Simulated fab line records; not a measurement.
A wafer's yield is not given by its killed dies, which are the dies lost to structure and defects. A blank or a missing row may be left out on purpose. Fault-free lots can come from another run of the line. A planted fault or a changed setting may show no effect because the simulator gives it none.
A single fault, viewed from 2 desks	flow gf180mcu	numbers are kept per desk, each desk with only its own; the story behind them comes last

== AT THE METROLOGY DESK ==
Means of the sampled wafers that have a number, per lot and without regard to the tool the lot ran on: this is what the gauges read. Marked OUT: a lot whose mean sits more than 4 standard deviations from the usual mean, which makes it out of limits; the brackets give that distance.
Columns: A = VT_IMPLANT_02_OVL at GF_VT_IMPLANT_OVL_MEAS_29, usual -0.8 nm; B = cd nm at GF_POLY_GATE_CD_MEAS_10, usual 279.9 nm
lot	first seen here	A	B
L485	day 6 20:33	-1.7	282.0
L487	day 7 12:28	-1.6	279.4
L488	day 7 16:24	-0.9	280.5
L490	day 8 05:51	-0.1	280.0
L491	day 8 13:18	-0.9	281.0
L492	day 8 18:01	-0.0	278.6
L494	day 9 10:10	-1.2	279.5
L495	day 9 15:22	-2.1	281.3
L496	day 9 23:52	1.4	278.8
L497	day 10 03:54	0.1	281.6
L498	day 10 10:40	-1.0	280.9
L504	day 12 03:39	-0.6	279.8
L505	day 12 11:51	-0.9	277.5
L507	day 12 22:03	-2.9	280.1
L508	day 13 03:22	0.5	279.4
Finding of this desk: none of the 15 lots has anything out of limits.

== AT THE TOOL OWNER'S DESK: cmp-01 ==
The tool's own readings at GF_CONTACT_CMP_04 (polishes SiO2): means of the sampled wafers that have a number, for each lot that ran on this tool. Marked OUT: a lot whose mean sits more than 4 standard deviations from the usual mean, which makes it out of limits; the brackets give that distance.
Columns: A = motor current A at GF_CONTACT_CMP_04, usual 11.1 A; B = time to endpoint s at GF_CONTACT_CMP_04, usual 111 s
lot	first seen here	A	B
L485	day 15 01:26	11.2	115
L491	day 17 06:26	11.7	115
L494	day 18 12:16	10.9	82 (-6.0) OUT
L495	day 19 00:24	11.3	80 (-6.3) OUT
L497	day 19 11:19	11.9	77 (-6.9) OUT
L508	day 23 08:39	10.5	108
This desk's finding: out of limits on L494, L495, L497; first on L494, day 18 12:16 (time to endpoint s at GF_CONTACT_CMP_04). In limits: L485, L491, L508.

== PUT TOGETHER ==
The tool owner's desk had the chance to raise an alarm at day 18 12:16 on L494, L495, L497.
At the metrology desk, nothing out of limits was observed.
The metrology desk has L494, L495, L497 on record, within its limits.
Every lot named ran GF_CONTACT_CMP_04 on cmp-01.

== WHAT HAD BEEN PUT IN BY THE SIMULATOR ==
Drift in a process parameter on cmp-01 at GF_CONTACT_CMP_04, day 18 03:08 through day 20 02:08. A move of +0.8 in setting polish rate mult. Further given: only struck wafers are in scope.
Struck lots among those shown: L494, L495, L497.
Time in hours from fault onset to the first out-of-limits reading at each desk: the tool owner's desk, 9.
